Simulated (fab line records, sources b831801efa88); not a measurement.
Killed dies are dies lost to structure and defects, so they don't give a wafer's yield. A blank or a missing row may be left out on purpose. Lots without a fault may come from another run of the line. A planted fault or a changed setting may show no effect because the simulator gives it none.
Split-lot experiment | flow gf180mcu | 5 lots, 23 wafers read, on a route of 602 steps

THE SPLIT
At GF_NWELL_IMPLANT_08, the setting energy_kev was moved away from the recipe's 450 on 10 of the 23 wafers read, by -3.7% to +8.2%. The other wafers ran this setting at the recipe's value.

The reading is taken at the split's own step.

THE READING
implant.drp_nm (the simulator's own value, which no gauge read), in nm, at GF_NWELL_IMPLANT_08. The file gives no usual value for it.

wafer  | tool, chamber at the split | energy_kev as run | against the recipe | implant.drp_nm, nm | against lot-mates on the recipe
L076.2 | implanter-01, 0            | 450               | recipe             | 123.9              | -
L076.3 | implanter-01, 0            | 450               | recipe             | 123.9              | -
L076.5 | implanter-01, 0            | 450               | recipe             | 123.9              | -
L076.4 | implanter-01, 0            | 469.6             | +4.4%              | 126.4              | +2.5
L076.6 | implanter-01, 0            | 469.6             | +4.4%              | 126.4              | +2.5
L077.1 | implanter-02, 0            | 450               | recipe             | 123.9              | -
L077.2 | implanter-02, 0            | 450               | recipe             | 123.9              | -
L077.6 | implanter-02, 0            | 450               | recipe             | 123.9              | -
L080.1 | implanter-02, 0            | 450               | recipe             | 123.9              | -
L080.6 | implanter-02, 0            | 450               | recipe             | 123.9              | -
L080.2 | implanter-02, 0            | 484.8             | +7.7%              | 128.4              | +4.5
L080.3 | implanter-02, 0            | 484.8             | +7.7%              | 128.4              | +4.5
L080.5 | implanter-02, 0            | 484.8             | +7.7%              | 128.4              | +4.5
L082.1 | implanter-03, 0            | 433.3             | -3.7%              | 121.6              | -2.3
L082.3 | implanter-03, 0            | 433.3             | -3.7%              | 121.6              | -2.3
L082.2 | implanter-03, 0            | 450               | recipe             | 123.9              | -
L082.5 | implanter-03, 0            | 450               | recipe             | 123.9              | -
L082.6 | implanter-03, 0            | 450               | recipe             | 123.9              | -
L084.1 | implanter-02, 0            | 450               | recipe             | 123.9              | -
L084.2 | implanter-02, 0            | 450               | recipe             | 123.9              | -
L084.3 | implanter-02, 0            | 486.8             | +8.2%              | 128.6              | +4.7
L084.5 | implanter-02, 0            | 486.8             | +8.2%              | 128.6              | +4.7
L084.6 | implanter-02, 0            | 486.8             | +8.2%              | 128.6              | +4.7

THE FIT
A straight line over all 23 wafers: implant.drp_nm changes by +0.583 nm for each +1% of energy_kev; r = +1.00; the points scatter about the line by 0.043 nm.
The same after taking each lot's own level away (the mean of its wafers on the recipe; 23 wafers): +0.583 nm for each +1%; r = +1.00; scatter 0.043 nm.
On that fit, the largest move of energy_kev shifts the reading by 4.8 nm.
The lots' own levels span 123.90 to 123.90 nm.
So the lot-to-lot level changes the slope little: the two slopes agree.
Check: with one of the wafers moved furthest among these (+8.2%) left out of the fit, the line predicts +4.75 nm for it against its lot-mates. It came out at +4.7 nm against them.

OTHER SPLITS ON THESE WAFERS
These wafers also went through other splits before the reading. Each is held against what the fit with the lots' levels taken away leaves over:
other split on the same wafers | wafers away from the commonest value | r with implant.drp_nm (lot level and that fit taken away)
GF_STI_ETCH_13 over_etch_frac  | 7                                    | +0.26
GF_DNWELL_COAT_02 spin_rpm     | 4                                    | +0.07
GF_DNWELL_SOFTBAKE_03 temp_c   | 10                                   | -0.14

THE WHOLE CHAIN: every reading that the file lists as answering this split, in the file's order
step                | what it does | reading                                                         | change (the file's fit)               | r (the file's)
GF_NWELL_IMPLANT_08 |              | implant.rp_nm (the simulator's own value, which no gauge read)  | +4.9 nm for each +1% of the setting   | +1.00
GF_NWELL_IMPLANT_08 |              | implant.drp_nm (the simulator's own value, which no gauge read) | +0.585 nm for each +1% of the setting | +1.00

THE FILE'S OWN FIT
implant.drp_nm changes by +0.585 nm for each +1% of energy_kev, r = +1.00.
